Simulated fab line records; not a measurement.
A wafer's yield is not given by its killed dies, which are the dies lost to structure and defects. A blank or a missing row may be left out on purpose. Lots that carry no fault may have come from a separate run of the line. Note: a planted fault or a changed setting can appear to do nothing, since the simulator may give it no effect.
fab line records    flow sky130
record lots=10  wafers=30  last-day=50
route steps=708 shown METAL4@634 VIA4@657 METAL5@676 PAD_OPEN@708
lots that met no fault: taken from a fault-free run of the same line
start-h: the number of hours between the record's first day and the start of the first shown wafer of the lot    wait-h: hours since the lot's step before    " repeats the value in the row above    L1.1+2: a row that stands for several wafers    - no value present, or no start provided    * or withheld: withheld    < > ~ a bound
route shown NAME@n: NAME is a module with steps in the file, n the number in the route of the first one    usual: mean/standard deviation of fault-free wafers    same: alike in all rows    chamber/n: place in a boat    sites: the reading at each site    _std_site: the standard deviation of these    _edge_site: outer sites' mean less inner sites'    radius-mm: for every site, how far away it sits from the centre of the wafer    mask NAME#n: copy n    behind: the last tool/chamber to shape the wafer    hold: cause of the lot's hold/its duration in hours/its outcome    device: which transistor (n, p or np) failed to switch    end of line: the tests these same wafers got at the end of their route    where a step has no rows: the recipe by itself    killed: the dies lost at the first sort to structure and to defects; this is not the yield of the wafer    map: a wafer's dies, marking killed ones x, the rest . and places with no die _
set.NAME: setting as actually run; set.NAME@STEP: the setting as run at that earlier step    model.NAME: the simulator's own value behind a step, which no gauge read
route steps across a sampled set of lots; one table per step, one row per wafer
services: a tool's chamber out of use, with start hour (start-h, from the record's first day; less than 0 if before it), hours out, and reason
## steps
# step SKY_METAL4_METAL_ETCH_18
# recipe target-depth-a=8450  stop-on=SiO2  over-etch-frac=0.3  time-s=183.1  chemistry=Cl2/BCl3  resist-sidewall-deg=88  pressure-mtorr=10  icp-w=900  bias-w=46.7  Cl2_flow_sccm=60  bcl3-flow-sccm=30
# usual bias-w=46.68/0.15  drypump-motor-current-A=5.5/0.37  oes-product-au=0.865/0.006  throttle-valve-pct=22.265/0.0085
lot.wafer  tool          chamber  start-h  wait-h  bias-w  drypump-motor-current-A  oes-product-au  rf-hours-counter-h  throttle-valve-pct
L127.1     rie-metal-01  1        982.93   0.0     46.65   5.1                      0.861           19                  22.271
L127.4     "             0        "        "       46.61   5.9                      0.864           -                   22.267
L127.6     "             1        "        "       46.61   5.1                      0.868           -                   22.254
L128.3     rie-metal-04  1        993.35   0.1     46.42   5.6                      0.863           -                   22.281
L128.4     "             0        "        "       46.74   5.0                      0.858           -                   22.264
L128.5     "             1        "        "       46.75   5.6                      0.861           -                   22.260
L131.1     rie-metal-02  1        1013.43  0.0     46.70   5.3                      0.851           14                  22.261
L131.5     "             0        "        "       46.79   6.0                      0.868           -                   22.272
L131.6     "             1        "        "       46.74   5.3                      0.858           -                   22.265
L135.3     rie-metal-02  0        1041.20  0.1     46.85   6.0                      0.860           -                   22.262
L135.5     "             0        "        "       46.70   6.0                      0.869           -                   22.271
L135.6     "             1        "        "       46.93   5.3                      0.859           -                   22.259
L136.2     rie-metal-02  0        1047.40  0.0     46.56   6.0                      0.864           24                  22.266
L136.3     "             1        "        "       46.67   5.3                      0.858           -                   22.246
L136.4     "             0        "        "       46.65   6.0                      0.863           -                   22.270
L137.1     rie-metal-02  1        1050.87  0.0     46.94   5.3                      0.870           17                  22.265
L137.3     "             0        "        "       46.55   6.0                      0.860           -                   22.257
L137.4     "             1        "        "       46.59   5.3                      0.869           -                   22.269
L138.2     rie-metal-02  0        1056.79  0.0     46.65   6.0                      0.858           25                  22.254
L138.4     "             0        "        "       46.67   6.0                      0.871           -                   22.261
L138.5     "             1        "        "       46.90   5.3                      0.869           -                   22.253
L143.2     rie-metal-04  0        1086.79  0.0     47.02   5.0                      0.865           5                   22.263
L143.3     "             1        "        "       46.91   5.6                      0.861           -                   22.271
L143.5     "             0        "        "       46.74   5.0                      0.871           -                   22.264
L144.4     rie-metal-04  1        1094.80  0.1     46.41   5.6                      0.875           -                   22.275
L144.5     "             1        "        "       46.37   5.6                      0.868           -                   22.263
L144.6     "             0        "        "       46.84   5.0                      0.877           -                   22.271
L150.2     rie-metal-01  0        1130.13  0.0     46.62   5.8                      0.876           19                  22.260
L150.3     "             0        "        "       46.61   5.9                      0.864           -                   22.262
L150.4     "             1        "        "       46.85   5.1                      0.861           -                   22.256
# step SKY_VIA4_CVD_18
# recipe material=W  target-thk-nm=505  time-s=152.14  temp-c=400  pressure-torr=40
# usual heater-power-w=798/73
lot.wafer  tool      chamber  start-h  wait-h  heater-power-w
L127.1     cvd-w-01  1        1008.59  0.0     887
L127.4     "         1        "        "       908
L127.6     "         1        "        "       872
L128.3     cvd-w-02  1        1018.17  0.1     758
L128.4     "         0        "        "       699
L128.5     "         1        "        "       739
L131.1     cvd-w-02  0        1037.80  0.0     712
L131.5     "         0        "        "       684
L131.6     "         1        "        "       734
L135.3     cvd-w-02  1        1064.69  0.1     780
L135.5     "         1        "        "       754
L135.6     "         0        "        "       693
L136.2     cvd-w-02  1        1071.61  0.0     758
L136.3     "         0        "        "       704
L136.4     "         1        "        "       761
L137.1     cvd-w-01  1        1073.79  0.0     895
L137.3     "         0        "        "       863
L137.4     "         1        "        "       887
L138.2     cvd-w-02  0        1079.74  0.0     719
L138.4     "         1        "        "       757
L138.5     "         0        "        "       697
L143.2     cvd-w-01  0        1108.99  0.0     875
L143.3     "         0        "        "       856
L143.5     "         0        "        "       857
L144.4     cvd-w-01  1        1116.92  0.1     909
L144.5     "         1        "        "       883
L144.6     "         0        "        "       840
L150.2     cvd-w-02  1        1150.44  0.0     755
L150.3     "         0        "        "       713
L150.4     "         1        "        "       770
# step SKY_VIA4_RS_MEAS_19
# recipe thk-meas-gauge=four-point-probe  reads=W_of_VIA4_CVD_18+TiN_of_VIA4_SPUTTER_17
# usual VIA4_W_RS=0.225/0.0036
lot.wafer  tool           chamber  start-h  wait-h  VIA4_W_RS[ohm/sq]
L127.1     film-metro-01  -        1008.74  0.1     0.227
L127.4     "              -        "        "       0.227
L127.6     "              -        "        "       0.226
L128.3     film-metro-02  -        1018.31  0.1     0.230
L128.4     "              -        "        "       0.221
L128.5     "              -        "        "       0.228
L131.1     film-metro-02  -        1037.95  0.1     0.221
L131.5     "              -        "        "       0.223
L131.6     "              -        "        "       0.228
L135.3     film-metro-01  -        1064.83  0.1     0.222
L135.5     "              -        "        "       0.227
L135.6     "              -        "        "       0.216
L136.2     film-metro-02  -        1071.78  0.1     0.225
L136.3     "              -        "        "       0.220
L136.4     "              -        "        "       0.226
L137.1     film-metro-02  -        1073.94  0.1     0.225
L137.3     "              -        "        "       0.227
L137.4     "              -        "        "       0.222
L138.2     film-metro-01  -        1079.92  0.1     0.218
L138.4     "              -        "        "       0.227
L138.5     "              -        "        "       0.219
L143.2     film-metro-01  -        1109.16  0.1     0.227
L143.3     "              -        "        "       0.225
L143.5     "              -        "        "       0.230
L144.4     film-metro-01  -        1117.08  0.1     0.229
L144.5     "              -        "        "       0.225
L144.6     "              -        "        "       0.228
L150.2     film-metro-02  -        1150.61  0.1     0.231
L150.3     "              -        "        "       0.221
L150.4     "              -        "        "       0.230
# step SKY_METAL5_METAL_ETCH_15
# recipe target-depth-a=12600  stop-on=SiO2  over-etch-frac=0.2  time-s=252  chemistry=Cl2/BCl3  resist-sidewall-deg=86  pressure-mtorr=10  icp-w=900  bias-w=48.5  Cl2_flow_sccm=60  bcl3-flow-sccm=30
# usual bias-w=48.50/0.15  drypump-motor-current-A=5.4/0.31  oes-product-au=0.895/0.005  throttle-valve-pct=22.265/0.0087
lot.wafer  tool          chamber  start-h  wait-h  bias-w  drypump-motor-current-A  oes-product-au  rf-hours-counter-h  throttle-valve-pct
L127.1     rie-metal-03  1        1031.96  0.0     48.54   5.2                      0.891           17                  22.264
L127.4     "             0        "        "       48.49   5.6                      0.900           -                   22.271
L127.6     "             0        "        "       48.58   5.5                      0.893           -                   22.270
L128.3     rie-metal-04  0        1041.69  0.1     48.69   5.0                      0.901           -                   22.265
L128.4     "             1        "        "       48.58   5.6                      0.892           -                   22.264
L128.5     "             1        "        "       48.58   5.6                      0.890           -                   22.254
L131.1     rie-metal-01  1        1060.51  0.0     48.45   5.1                      0.898           22                  22.253
L131.5     "             1        "        "       48.45   5.1                      0.898           -                   22.260
L131.6     "             0        "        "       48.51   5.8                      0.892           -                   22.257
L135.3     rie-metal-03  1        1086.94  0.1     48.58   5.2                      0.897           -                   22.265
L135.5     "             0        "        "       48.66   5.6                      0.891           -                   22.275
L135.6     "             1        "        "       48.51   5.1                      0.900           -                   22.264
L136.2     rie-metal-04  0        1093.61  0.0     48.57   5.0                      0.892           5                   22.262
L136.3     "             0        "        "       48.45   5.0                      0.897           -                   22.254
L136.4     "             1        "        "       48.54   5.6                      0.903           -                   22.283
L137.1     rie-metal-03  0        1095.71  0.0     65.09   5.5                      0.894           15                  22.255
L137.3     "             0        "        "       65.39   5.6                      0.886           -                   22.268
L137.4     "             1        "        "       64.98   5.1                      0.896           -                   22.258
L138.2     rie-metal-03  0        1101.71  0.0     65.22   5.6                      0.902           15                  22.275
L138.4     "             0        "        "       64.93   5.6                      0.896           -                   22.259
L138.5     "             0        "        "       65.11   5.6                      0.906           -                   22.261
L143.2     rie-metal-01  1        1128.72  0.0     48.53   5.1                      0.898           27                  22.257
L143.3     "             1        "        "       48.64   5.1                      0.884           -                   22.266
L143.5     "             0        "        "       48.24   5.8                      0.899           -                   22.250
L144.4     rie-metal-01  0        1137.68  0.1     48.24   5.8                      0.897           -                   22.260
L144.5     "             0        "        "       48.29   5.8                      0.899           -                   22.260
L144.6     "             1        "        "       48.12   5.1                      0.890           -                   22.264
L150.2     rie-metal-01  0        1167.57  0.1     48.55   5.8                      0.895           -                   22.272
L150.3     "             0        "        "       48.53   5.8                      0.897           -                   22.263
L150.4     "             0        "        "       48.50   5.8                      0.900           -                   22.281
# step SKY_METAL5_STRIP_16
# recipe chemistry=O2/N2  power-w=1400  pressure-mtorr=1500  platen-temp-c=withheld  o2-flow-sccm=3000  n2-flow-sccm=300  overash-fraction=0.5
# usual drypump-motor-current-A=5.4/0.53  oes-product-au=0.710/0.0042  strip-time-to-endpoint-s=13.14/0.24
lot.wafer  tool             chamber  start-h  wait-h  drypump-motor-current-A  oes-product-au  rf-hours-counter-h  strip-time-to-endpoint-s
L127.1     plasma-asher-04  0        1032.20  0.2     5.0                      0.715           60                  12.92
L127.4     "                1        "        "       5.5                      0.712           -                   13.47
L127.6     "                0        "        "       5.0                      0.717           -                   13.49
L128.3     plasma-asher-01  1        1041.88  0.1     5.5                      0.713           -                   13.35
L128.4     "                0        "        "       4.9                      0.701           -                   13.17
L128.5     "                1        "        "       5.5                      0.707           -                   13.22
L131.1     plasma-asher-01  0        1060.75  0.2     4.8                      0.706           93                  12.80
L131.5     "                0        "        "       4.9                      0.713           -                   12.79
L131.6     "                1        "        "       5.6                      0.714           -                   13.20
L135.3     plasma-asher-04  0        1087.13  0.1     5.0                      0.712           -                   12.79
L135.5     "                1        "        "       5.5                      0.714           -                   13.47
L135.6     "                0        "        "       5.0                      0.702           -                   12.75
L136.2     plasma-asher-04  1        1093.85  0.2     5.5                      0.710           66                  13.25
L136.3     "                0        "        "       5.0                      0.713           -                   13.25
L136.4     "                1        "        "       5.4                      0.711           -                   13.23
L137.1     plasma-asher-04  1        1095.95  0.2     5.4                      0.708           67                  12.45
L137.3     "                0        "        "       5.0                      0.710           -                   12.36
L137.4     "                1        "        "       5.4                      0.702           -                   11.59
L138.2     plasma-asher-03  1        1101.95  0.2     4.9                      0.711           4                   12.48
L138.4     "                0        "        "       6.5                      0.708           -                   12.52
L138.5     "                0        "        "       6.5                      0.713           -                   12.47
L143.2     plasma-asher-04  0        1128.95  0.2     5.0                      0.707           70                  12.84
L143.3     "                1        "        "       5.5                      0.706           -                   12.84
L143.5     "                0        "        "       5.0                      0.711           -                   13.14
L144.4     plasma-asher-01  0        1137.87  0.1     4.9                      0.712           -                   13.42
L144.5     "                0        "        "       4.9                      0.712           -                   13.28
L144.6     "                1        "        "       5.6                      0.710           -                   13.02
L150.2     plasma-asher-04  1        1167.97  0.3     5.4                      0.712           73                  13.22
L150.3     "                1        "        "       5.4                      0.713           -                   13.19
L150.4     "                0        "        "       5.0                      0.702           -                   13.25
# step SKY_PAD_OPEN_PROBE_99
# usual defect-limited-yield=82.7/1.8  killed_at_M0_to_M3=42/7.2  killed_at_M4_up=3.4/2.1  killed-at-contacts=24/5.4  killed-at-front-end=15/4  killed-at-other=0.3/0.53  killed-dies=85/8.8  killed-on-rim=16/3.5  killed-open=47/6.7  killed-short=38/6.5  sort_bin_3_pad_short=0.8/0.4  sort_bin_5_function=10.2/1.3  sort_bin_6_memory=6.2/1.2  sort-n-pass=407/8.8  sort-yield-pct=82.7/1.8
# same gross-dies=492  killed-at-back-side=0  sort_bin_4_leakage[%]=0  sort_bin_8_speed[%]=0
lot.wafer  tool       chamber  start-h  wait-h  defect-limited-yield[%]  killed_at_M0_to_M3  killed_at_M4_up  killed-at-contacts  killed-at-front-end  killed-at-other  killed-dies  killed-on-rim  killed-open  killed-short  sort_bin_3_pad_short[%]  sort_bin_5_function[%]  sort_bin_6_memory[%]  sort-n-pass  sort-yield-pct[%]
L127.1     prober-02  -        1079.14  0.1     80.1                     41                  4                29                  23                   1                98           19             52           46            0.4                      12.6                    6.9                   394          80.1
L127.4     prober-02  -        1079.29  0.2     82.3                     46                  4                23                  13                   1                87           18             54           33            1.6                      12.4                    3.7                   405          82.3
L127.6     prober-02  -        1079.39  0.2     82.5                     40                  3                33                  10                   0                86           22             47           39            0.6                      11.8                    5.1                   406          82.5
L131.1     prober-02  -        1105.50  0.1     84.8                     39                  0                19                  17                   0                75           20             37           38            1.0                      8.7                     5.5                   417          84.8
L131.5     prober-02  -        1105.70  0.2     84.3                     36                  1                22                  17                   1                77           23             37           40            1.4                      8.1                     6.1                   415          84.3
L131.6     prober-02  -        1105.75  0.2     85.6                     42                  3                16                  10                   0                71           15             43           28            0.2                      9.1                     5.1                   421          85.6
L136.2     prober-01  -        1136.41  0.1     81.9                     39                  2                29                  19                   0                89           16             48           40            0.6                      11.4                    6.1                   403          81.9
L136.3     prober-01  -        1136.46  0.2     83.7                     46                  5                20                  8                    1                80           17             39           40            0.4                      11.0                    4.9                   412          83.7
L136.4     prober-01  -        1136.51  0.2     80.5                     48                  5                29                  14                   0                96           24             57           39            1.0                      10.8                    7.7                   396          80.5
L137.1     prober-02  -        1138.20  0.1     78.0                     58                  3                30                  17                   0                108          23             50           58            0.6                      13.2                    8.1                   384          78.0
L137.3     prober-02  -        1138.30  0.2     83.7                     33                  1                31                  15                   0                80           11             46           34            0.8                      10.4                    5.1                   412          83.7
L137.4     prober-02  -        1138.35  0.2     82.3                     35                  3                29                  20                   0                87           18             49           38            0.8                      10.6                    6.3                   405          82.3
L138.2     prober-01  -        1143.00  0.1     83.9                     44                  5                24                  6                    0                79           13             41           38            1.0                      9.6                     5.5                   413          83.9
L138.4     prober-01  -        1143.10  0.2     83.5                     35                  3                32                  11                   0                81           12             45           36            0.4                      9.6                     6.5                   411          83.5
L138.5     prober-01  -        1143.15  0.2     80.3                     53                  3                31                  10                   0                97           16             54           43            0.6                      11.8                    7.3                   395          80.3
L143.2     prober-02  -        1168.71  0.1     81.3                     45                  2                27                  18                   0                92           18             50           42            0.8                      10.0                    7.9                   400          81.3
L143.3     prober-02  -        1168.76  0.2     83.1                     39                  4                29                  11                   0                83           15             44           39            1.0                      9.6                     6.3                   409          83.1
L143.5     prober-02  -        1168.86  0.2     82.3                     41                  2                22                  22                   0                87           14             41           46            1.4                      12.0                    4.3                   405          82.3
# killed by level:class
L127.1 CONTACT:geometric-particle:open=12 LI_CONTACT:geometric-particle:open=8 METAL1:geometric-particle:short=8 VIA1:geometric-particle:open=7 FIELD_ISO:geometric-particle:short=6 FIELD_ISO:geometric-particle:open=6 LOCAL_INTERCONNECT:geometric-particle:short=6 POLY_GATE:geometric-particle:short=4
L127.4 VIA1:geometric-particle:open=17 CONTACT:geometric-particle:open=10 LI_CONTACT:geometric-particle:open=6 METAL1:geometric-particle:short=5 VIA2:geometric-particle:open=5 METAL3:geometric-particle:short=4 METAL2:geometric-particle:short=4 VIA3:geometric-particle:short=4
L127.6 LI_CONTACT:geometric-particle:open=11 VIA1:geometric-particle:open=10 CONTACT:geometric-particle:open=9 CONTACT:geometric-particle:short=8 METAL1:geometric-particle:short=6 METAL2:geometric-particle:short=6 VIA2:geometric-particle:open=5 VIA1:geometric-particle:short=5
L131.1 METAL1:geometric-particle:short=8 VIA1:geometric-particle:open=8 METAL2:geometric-particle:short=7 LI_CONTACT:geometric-particle:open=6 CONTACT:geometric-particle:short=6 POLY_GATE:geometric-particle:open=5 CONTACT:geometric-particle:open=4 POLY_GATE:geometric-particle:short=3
L131.5 METAL1:geometric-particle:short=9 VIA1:geometric-particle:open=7 VIA3:geometric-particle:open=7 LI_CONTACT:geometric-particle:open=6 CONTACT:geometric-particle:open=6 FIELD_ISO:geometric-particle:open=5 FIELD_ISO:geometric-particle:short=4 POLY_GATE:geometric-particle:short=4
L131.6 VIA1:geometric-particle:open=8 LI_CONTACT:geometric-particle:open=7 VIA2:geometric-particle:open=7 METAL2:geometric-particle:short=6 CONTACT:geometric-particle:open=5 VIA3:geometric-particle:open=5 METAL1:geometric-particle:short=5 VIA3:geometric-particle:short=4
L136.2 VIA1:geometric-particle:open=13 CONTACT:geometric-particle:open=9 CONTACT:geometric-particle:short=8 LI_CONTACT:geometric-particle:open=7 VIA3:geometric-particle:open=6 POLY_GATE:geometric-particle:short=5 VIA1:geometric-particle:short=5 VIA2:geometric-particle:open=5
L136.3 METAL1:geometric-particle:short=11 CONTACT:geometric-particle:open=9 METAL2:geometric-particle:short=8 VIA1:geometric-particle:open=7 LI_CONTACT:geometric-particle:open=7 METAL4:geometric-particle:short=5 LI_CONTACT:geometric-particle:short=4 VIA3:geometric-particle:open=4
L136.4 CONTACT:geometric-particle:open=17 VIA1:geometric-particle:open=11 METAL3:geometric-particle:short=6 LI_CONTACT:geometric-particle:open=5 METAL2:geometric-particle:short=5 VIA3:geometric-particle:open=5 VIA2:geometric-particle:open=4 SPACER:geometric-particle:short=4
L137.1 VIA1:geometric-particle:open=13 CONTACT:geometric-particle:open=11 VIA3:geometric-particle:short=9 VIA2:geometric-particle:open=9 POLY_GATE:geometric-particle:short=8 LI_CONTACT:geometric-particle:open=8 METAL2:geometric-particle:short=8 METAL1:geometric-particle:short=7
L137.3 LI_CONTACT:geometric-particle:open=13 VIA1:geometric-particle:open=13 CONTACT:geometric-particle:open=9 FIELD_ISO:geometric-particle:short=6 LOCAL_INTERCONNECT:geometric-particle:short=4 CONTACT:geometric-particle:short=4 VIA3:geometric-particle:short=4 FIELD_ISO:geometric-particle:open=3
L137.4 CONTACT:geometric-particle:open=12 VIA3:geometric-particle:open=9 VIA1:geometric-particle:open=7 CONTACT:geometric-particle:short=6 FIELD_ISO:geometric-particle:open=5 POLY_GATE:geometric-particle:open=5 FIELD_ISO:geometric-particle:short=4 LOCAL_INTERCONNECT:geometric-particle:short=4
L138.2 METAL2:geometric-particle:short=8 VIA1:geometric-particle:open=8 VIA2:geometric-particle:open=8 LI_CONTACT:geometric-particle:open=7 VIA1:geometric-particle:short=7 CONTACT:geometric-particle:short=6 CONTACT:geometric-particle:open=5 VIA3:geometric-particle:open=5
L138.4 CONTACT:geometric-particle:open=11 VIA1:geometric-particle:open=8 LI_CONTACT:geometric-particle:open=7 LOCAL_INTERCONNECT:geometric-particle:short=7 CONTACT:geometric-particle:short=6 VIA2:geometric-particle:open=6 METAL2:geometric-particle:short=5 VIA3:geometric-particle:open=4
L138.5 LI_CONTACT:geometric-particle:open=11 VIA1:geometric-particle:open=11 VIA3:geometric-particle:open=10 CONTACT:geometric-particle:open=9 METAL2:geometric-particle:short=8 VIA2:geometric-particle:open=6 METAL1:geometric-particle:short=5 VIA1:geometric-particle:short=5
L143.2 CONTACT:geometric-particle:open=10 VIA1:geometric-particle:open=10 VIA2:geometric-particle:open=7 LI_CONTACT:geometric-particle:open=6 CONTACT:geometric-particle:short=6 POLY_GATE:geometric-particle:open=5 VIA1:geometric-particle:short=4 METAL2:geometric-particle:short=4
L143.3 CONTACT:geometric-particle:open=13 METAL2:geometric-particle:short=9 LI_CONTACT:geometric-particle:open=6 VIA3:geometric-particle:open=6 LOCAL_INTERCONNECT:geometric-particle:short=5 METAL1:geometric-particle:short=5 POLY_GATE:geometric-particle:short=4 VIA1:geometric-particle:open=4
L143.5 POLY_GATE:geometric-particle:short=9 VIA1:geometric-particle:open=9 LI_CONTACT:geometric-particle:open=7 METAL2:geometric-particle:short=7 LI_CONTACT:geometric-particle:short=6 CONTACT:geometric-particle:open=6 VIA2:geometric-particle:open=6 POLY_GATE:geometric-particle:open=5
## services
tool             chamber  start-h  hours  kind
rie-metal-04     1        964.34   -      clean
rie-metal-04     1        964.34   23.6   scheduled-down
rie-metal-04     1        964.34   23.6   vent-cycle
rie-metal-03     1        976.43   1.9    repair
rie-metal-02     -        993.62   0.6    repair
rie-metal-04     0        996.29   -      clean
plasma-asher-01  -        1004.00  0.5    repair
plasma-asher-03  -        1008.83  0.4    repair
rie-metal-01     -        1021.68  28.1   pm
plasma-asher-03  -        1055.25  9.0    pm
rie-metal-01     -        1059.94  0.4    repair
rie-metal-03     -        1061.93  1.5    repair
rie-metal-01     0        1063.39  2.8    repair
rie-metal-02     -        1077.73  14.6   pm
cvd-w-02         -        1084.11  6.0    pm
rie-metal-01     -        1090.09  4.3    pm
rie-metal-03     -        1115.38  1.4    pm
cvd-w-01         -        1122.43  3.8    pm
rie-metal-01     -        1127.20  0.5    repair
rie-metal-04     0        1149.08  24.3   repair
rie-metal-01     1        1149.36  -      clean
rie-metal-01     1        1149.36  -      consumable-replace:focus-ring
rie-metal-01     1        1149.36  23.3   scheduled-down
rie-metal-01     1        1149.36  23.3   vent-cycle
## key
first-sign step=SKY_METAL5_METAL_ETCH_15  reading=bias-w  direction=up  sigmas=99+  usual=48.50  struck=65.12
effect step=SKY_METAL5_STRIP_16  reading=strip-time-to-endpoint-s  direction=down  sigmas=3.5  usual=*  struck=*
met-at SKY_METAL5_METAL_ETCH_15
struck-lots L137,L138
not-acting-at SKY_METAL4_METAL_ETCH_18,SKY_VIA4_CVD_18,SKY_VIA4_RS_MEAS_19
onset-between 1086.94 1095.71
fault kind=process-parameter-drift  tool=rie-metal-03  chamber=-  onset-h=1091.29  steps=SKY_METAL5_METAL_ETCH_15  channel=bias-w  offset=16.637  shape=step  end-h=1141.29  acts-in=these-recipes-only  stated=48.5
